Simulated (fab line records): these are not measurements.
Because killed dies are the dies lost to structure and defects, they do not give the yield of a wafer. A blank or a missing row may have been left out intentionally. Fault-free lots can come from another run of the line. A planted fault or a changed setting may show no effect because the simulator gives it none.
The tool behind it: which one? :: flow sky130 :: 13 lots with 39 wafers sampled at 4 steps, on a route of 708 steps

WHAT EACH GAUGE READ, for each wafer
SKY_VT_ADJUST_PCH_TW_MEAS_10.
lot: L963
measured: day 10 15:10
on: film-metro-02
VT_ADJUST_PCH_TW: 143.4 142.2 143.4

lot: L964
measured: day 10 19:04
on: film-metro-01
VT_ADJUST_PCH_TW: 141.3 141.9 142.3

lot: L965
measured: day 11 00:15
on: film-metro-03
VT_ADJUST_PCH_TW: 142.0 141.6 142.3

lot: L966
measured: day 11 06:38
on: film-metro-02
VT_ADJUST_PCH_TW: 143.5 143.9 143.4

lot: L967
measured: day 11 19:26
on: film-metro-03
VT_ADJUST_PCH_TW: 142.7 141.6 141.3

lot: L971
measured: day 12 20:22
on: film-metro-02
VT_ADJUST_PCH_TW: 142.7 142.7 142.3

lot: L976
measured: day 14 18:22
on: film-metro-03
VT_ADJUST_PCH_TW: 140.8 141.0 140.2

lot: L977
measured: day 14 23:54
on: film-metro-03
VT_ADJUST_PCH_TW: 141.6 141.2 140.6

lot: L978
measured: day 15 09:37
on: film-metro-01
VT_ADJUST_PCH_TW: 140.6 140.7 140.8

lot: L979
measured: day 15 13:28
on: film-metro-03
VT_ADJUST_PCH_TW: 142.2 142.1 142.5

lot: L983
measured: day 16 16:00
on: film-metro-01
VT_ADJUST_PCH_TW: 140.6 141.2 140.8

lot: L984
measured: day 17 00:48
on: film-metro-03
VT_ADJUST_PCH_TW: 142.9 142.2 142.7

lot: L985
measured: day 18 09:20
on: film-metro-03
VT_ADJUST_PCH_TW: 141.6 141.5 141.7

SKY_SONOS_ONO_CD_MEAS_13 targets a cd of 410 nm.
lot: L963
measured: day 13 01:44
on: cd-sem-01
cd-nm (nm): 409.1 408.3 406.3

lot: L964
measured: day 13 01:55
on: cd-sem-02
cd-nm (nm): 412.7 409.0 411.6

lot: L965
measured: day 13 11:13
on: cd-sem-02
cd-nm (nm): 407.7 408.4 410.3

lot: L966
measured: day 13 10:22
on: cd-sem-01
cd-nm (nm): 411.5 407.7 406.5

lot: L967
measured: day 14 02:04
on: cd-sem-01
cd-nm (nm): 407.5 408.4 408.3

lot: L971
measured: day 15 05:14
on: cd-sem-02
cd-nm (nm): 410.1 409.1 408.6

lot: L976
measured: day 17 07:23
on: cd-sem-01
cd-nm (nm): 409.9 410.9 409.2

lot: L977
measured: day 17 12:23
on: cd-sem-01
cd-nm (nm): 412.7 412.0 413.5

lot: L978
measured: day 17 21:43
on: cd-sem-02
cd-nm (nm): 406.7 406.2 408.3

lot: L979
measured: day 18 07:17
on: cd-sem-02
cd-nm (nm): 407.5 409.2 408.3

lot: L983
measured: day 19 09:18
on: cd-sem-02
cd-nm (nm): 408.4 410.3 408.4

lot: L984
measured: day 20 03:40
on: cd-sem-02
cd-nm (nm): 413.3 413.0 412.0

lot: L985
measured: day 21 02:30
on: cd-sem-01
cd-nm (nm): 407.6 408.8 409.6

WHAT TOOL EACH LOT RAN ON (gives the tool, then ch and the chambers of the sampled wafers, and finally the start)
lot: L963
SKY_FIELD_ISO_WET_ETCH_18: wet-bench-02 ch 1, day 2 11:25
SKY_VT_ADJUST_LVTN_STRIP_20: plasma-asher-04 ch 0,1, day 8 02:12

lot: L964
SKY_FIELD_ISO_WET_ETCH_18: wet-bench-02 ch 1, day 2 15:31
SKY_VT_ADJUST_LVTN_STRIP_20: plasma-asher-03 ch 0,1, day 8 05:00

lot: L965
SKY_FIELD_ISO_WET_ETCH_18: wet-bench-02 ch 1, day 2 20:18
SKY_VT_ADJUST_LVTN_STRIP_20: plasma-asher-04 ch 0,1, day 8 09:28

lot: L966
SKY_FIELD_ISO_WET_ETCH_18: wet-bench-01 ch 2, day 3 01:16
SKY_VT_ADJUST_LVTN_STRIP_20: plasma-asher-03 ch 0,1, day 8 15:04

lot: L967
SKY_FIELD_ISO_WET_ETCH_18: wet-bench-02 ch 1, day 3 07:21
SKY_VT_ADJUST_LVTN_STRIP_20: plasma-asher-04 ch 0,1, day 9 02:03

lot: L971
SKY_FIELD_ISO_WET_ETCH_18: wet-bench-01 ch 0, day 4 05:10
SKY_VT_ADJUST_LVTN_STRIP_20: plasma-asher-03 ch 0,1, day 10 01:20

lot: L976
SKY_FIELD_ISO_WET_ETCH_18: wet-bench-01 ch 0, day 5 10:55
SKY_VT_ADJUST_LVTN_STRIP_20: plasma-asher-02 ch 0,1, day 11 15:28

lot: L977
SKY_FIELD_ISO_WET_ETCH_18: wet-bench-01 ch 1, day 5 15:25
SKY_VT_ADJUST_LVTN_STRIP_20: plasma-asher-04 ch 0,1, day 11 21:58

lot: L978
SKY_FIELD_ISO_WET_ETCH_18: wet-bench-03 ch 0, day 5 19:39
SKY_VT_ADJUST_LVTN_STRIP_20: plasma-asher-04 ch 0,1, day 12 06:02

lot: L979
SKY_FIELD_ISO_WET_ETCH_18: wet-bench-02 ch 0, day 5 22:43
SKY_VT_ADJUST_LVTN_STRIP_20: plasma-asher-02 ch 0,1, day 12 08:30

lot: L983
SKY_FIELD_ISO_WET_ETCH_18: wet-bench-03 ch 1, day 6 18:01
SKY_VT_ADJUST_LVTN_STRIP_20: plasma-asher-03 ch 0,1, day 13 07:21

lot: L984
SKY_FIELD_ISO_WET_ETCH_18: wet-bench-03 ch 3, day 7 01:52
SKY_VT_ADJUST_LVTN_STRIP_20: plasma-asher-03 ch 1, day 13 14:57

lot: L985
SKY_FIELD_ISO_WET_ETCH_18: wet-bench-03 ch 3, day 7 09:49
SKY_VT_ADJUST_LVTN_STRIP_20: plasma-asher-03 ch 0,1, day 14 20:53
- SKY_FIELD_ISO_WET_ETCH_18: etches Si3N4 in H3PO4, target depth 25 nm, time 286 s.
- SKY_VT_ADJUST_LVTN_STRIP_20: strips in O2/N2.

AS READ BY THE TOOLS THEMSELVES (means over the sampled wafers that have a number; for cases with no such wafer, the mark the record gives instead)
SKY_FIELD_ISO_WET_ETCH_18.
lot: L963
tool: wet-bench-02
run-length-s (s): 310

lot: L964
tool: wet-bench-02
run-length-s (s): 309

lot: L965
tool: wet-bench-02
run-length-s (s): 310

lot: L966
tool: wet-bench-01
run-length-s (s): 320

lot: L967
tool: wet-bench-02
run-length-s (s): 309

lot: L971
tool: wet-bench-01
run-length-s (s): 312

lot: L976
tool: wet-bench-01
run-length-s (s): 60

lot: L977
tool: wet-bench-01
run-length-s (s): 58

lot: L978
tool: wet-bench-03
run-length-s (s): 312

lot: L979
tool: wet-bench-02
run-length-s (s): 322

lot: L983
tool: wet-bench-03
run-length-s (s): 314

lot: L984
tool: wet-bench-03
run-length-s (s): 311

lot: L985
tool: wet-bench-03
run-length-s (s): 312

SKY_VT_ADJUST_LVTN_STRIP_20.
lot: L963
tool: plasma-asher-04
drypump-motor-current-A (A): 5.7
oes-product-au (a.u.): 0.715
strip-time-to-endpoint-s (s): 14.20

lot: L964
tool: plasma-asher-03
drypump-motor-current-A (A): 4.9
oes-product-au (a.u.): 0.715
strip-time-to-endpoint-s (s): 14.15

lot: L965
tool: plasma-asher-04
drypump-motor-current-A (A): 5.6
oes-product-au (a.u.): 0.719
strip-time-to-endpoint-s (s): 14.15

lot: L966
tool: plasma-asher-03
drypump-motor-current-A (A): 4.9
oes-product-au (a.u.): 0.715
strip-time-to-endpoint-s (s): 14.18

lot: L967
tool: plasma-asher-04
drypump-motor-current-A (A): 5.7
oes-product-au (a.u.): 0.715
strip-time-to-endpoint-s (s): 14.20

lot: L971
tool: plasma-asher-03
drypump-motor-current-A (A): 4.9
oes-product-au (a.u.): 0.714
strip-time-to-endpoint-s (s): 14.20

lot: L976
tool: plasma-asher-02
drypump-motor-current-A (A): 5.6
oes-product-au (a.u.): 0.711
strip-time-to-endpoint-s (s): 14.20

lot: L977
tool: plasma-asher-04
drypump-motor-current-A (A): 5.7
oes-product-au (a.u.): 0.713
strip-time-to-endpoint-s (s): 14.12

lot: L978
tool: plasma-asher-04
drypump-motor-current-A (A): 5.7
oes-product-au (a.u.): 0.719
strip-time-to-endpoint-s (s): 14.21

lot: L979
tool: plasma-asher-02
drypump-motor-current-A (A): 5.7
oes-product-au (a.u.): 0.716
strip-time-to-endpoint-s (s): 14.19

lot: L983
tool: plasma-asher-03
drypump-motor-current-A (A): 4.9
oes-product-au (a.u.): 0.719
strip-time-to-endpoint-s (s): 14.17

lot: L984
tool: plasma-asher-03
drypump-motor-current-A (A): 5.0
oes-product-au (a.u.): 0.719
strip-time-to-endpoint-s (s): 14.18

lot: L985
tool: plasma-asher-03
drypump-motor-current-A (A): 4.9
oes-product-au (a.u.): 0.717
strip-time-to-endpoint-s (s): 14.16

THE ANSWER, worked out from the rows above alone
Rule: what is usual is taken from the lots themselves. The widest of any qualifying gaps counts: lots, ordered by their means at a reading, are off when they make up no more than a third of the lots, leave a main group of 4 or more, and stand apart from it by 3 or more times the standard deviation of that group's means. If all means in a main group match to the digits the tables above print for the reading, that group is not used. Also off: a lot with no number at a reading for which 4 or more lots have one. Any other lot the step has rows for is counted as sound. After the gauges, taken in route order, come the tools' own readings; for these a lot's mean is taken, as printed above. At the first step where some lot is off, the reading lying furthest off is the one used; lots without a number count as furthest.
Off, at SKY_FIELD_ISO_WET_ETCH_18 on run-length-s: L976, L977. Mean 313 s and standard deviation 4.1 in the main group.
If a tool, at that step or one of the process steps before it, ran each lot that is off and ran no sound lot following the first of them, it fits. One fits: wet-bench-01 at SKY_FIELD_ISO_WET_ETCH_18. A fault onset in the window from L971 (day 4 05:10, its last sound lot) to L976 (day 5 10:55, its first lot off) fits.
The tool's own readings at SKY_FIELD_ISO_WET_ETCH_18 bear it out: on the lots that are off they differ by more than 5 times the standard deviation of the sound lots' means. run-length-s reads 59 s there against 313 s on the sound lots.

WHAT THE SIMULATOR HAD INSERTED
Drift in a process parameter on wet-bench-01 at SKY_FIELD_ISO_WET_ETCH_18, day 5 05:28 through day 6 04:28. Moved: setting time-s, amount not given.
Lots struck among those shown: L976, L977. The same result came from the rule above.
